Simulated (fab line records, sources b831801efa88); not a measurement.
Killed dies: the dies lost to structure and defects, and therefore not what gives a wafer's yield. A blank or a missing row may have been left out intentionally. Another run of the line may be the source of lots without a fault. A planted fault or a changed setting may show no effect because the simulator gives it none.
Code-filled problem report in 8D (eight disciplines) form / flow sky130 / the parts of the form that need people (team, actions taken, sign-off) are left out

1. THE ISSUE
CAPM_TIN_RS at SKY_CAPM_RS_MEAS_03 reads a mean of 7.17 ohm/sq on 1 wafer of 1 lot; wafers without a fault read 6.87 ohm/sq with a standard deviation of 0.074. That puts it +4.1 standard deviations away from the usual mean.
The step: measures by four-point-probe.
Earliest sighting: wafer L546.5 on film metro-01 at day 40 23:53. Wafers with a number at this step in the record: 30, from 10 lots. Rule for "out" (also "out of limits"): further than 4 standard deviations from the usual mean. The rest of the wafers with a number are treated as sound.

2. WHAT THIS IS AND IS NOT
question=which readings at this step | is=CAPM_TIN_RS | is not=-
question=which lots | is=L546 | is not=L532, L533, L539, L540, L545, L549, L552, L553, L554
question=which wafers of those lots | is=L546.5 | is not=L546.3, L546.4
question=read on which gauges | is=film metro-01 | is not=film metro-02, film metro-03
question=when | is=from day 40 23:53 | is not=up to then (17 sound wafers); but 12 sound wafers of L549, L552, L553, L554 came after

3. THE SUSPECTS, EACH WITH WHAT RULES IT OUT
Counting: if a tool at a process step up to the reading ran every lot that is out, it stays a suspect. Sound lots after the first of them don't rule it out here, since some wafers of a struck lot are sound.
- the gauge at SKY_CAPM_RS_MEAS_03: kept. All the wafers that are out were read on film metro-01, and no step on other tools shows them out.
- pvd sputter-03 at SKY_METAL3_SPUTTER_03 (material Ti, target thk 5 nm, time 3.3 s): kept. It processed L546, the lot that is out, at day 40 23:35, and its most recent sound lot before then was L545 at day 40 14:42.
- pvd sputter-03 at SKY_METAL3_SPUTTER_04 (material TiN, target thk 70 nm, time 58.3 s): kept. It processed L546, the lot that is out, at day 40 23:36, and its most recent sound lot before then was L545 at day 40 14:43.
- pvd sputter-02 at SKY_CAPM_SPUTTER_02 (material TiN, target thk 200 nm, time 166.7 s): kept. It processed L546, the lot that is out, at day 40 23:44, and its most recent sound lot before then was L540 at day 39 04:33.
Left after counting: pvd sputter-03 at SKY_METAL3_SPUTTER_03, pvd sputter-03 at SKY_METAL3_SPUTTER_04, pvd sputter-02 at SKY_CAPM_SPUTTER_02, film metro-01 at SKY_CAPM_RS_MEAS_03.

4. THE CAUSE (what the simulator had put in)
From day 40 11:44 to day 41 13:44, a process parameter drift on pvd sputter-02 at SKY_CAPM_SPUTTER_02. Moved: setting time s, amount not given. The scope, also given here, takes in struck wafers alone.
This tool is one of the 4 suspects left after counting.

5. SEQUENCE OF EFFECTS, ordered by route
One row per reading whose mean, taken over the struck wafers that have a number, lies over 3 standard deviations from the usual. Only readings for which the record gives a usual standard deviation are gone through. hours: the time from each lot's start at the first step in this table that gives one to its start at this step, as a median over the lots. sigmas: the change in usual standard deviations.
hours=0; step=SKY_CAPM_RS_MEAS_03; reading=CAPM_TIN_RS; usual=6.87 ohm/sq; on struck wafers=7.17; change=+0.30; sigmas=+4.1
hours=0; step=SKY_CAPM_THK_MEAS_04; reading=CAPM_TIN_THK; usual=201.2 nm; on struck wafers=192.7; change=-8.5; sigmas=-3.7
hours=24; step=SKY_CAPM_METAL_ETCH_13; reading=oes product au; usual=0.944 a.u.; on struck wafers=0.916; change=-0.028; sigmas=-3.9
Its process steps:
- SKY_CAPM_METAL_ETCH_13: etches TiN in Cl2/BCl3, stops on SiO2, target depth 220 nm, time 62.9 s.

6. WHAT WOULD HAVE CAUGHT IT SOONER
In this record the first reading out of limits at a measuring or inspecting step was taken at day 40 23:53, 12 hours after the fault began at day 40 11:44.
Tool readings at SKY_CAPM_SPUTTER_02 with a usual standard deviation given in the record: none out on any struck wafer, hence no alarm at a limit of 4 standard deviations on them.
The start of SKY_CAPM_SPUTTER_02 on pvd sputter-02 came by day 40 23:53 for every one of the lots that are out (1). Holding the tool at that point would not have protected any of them.
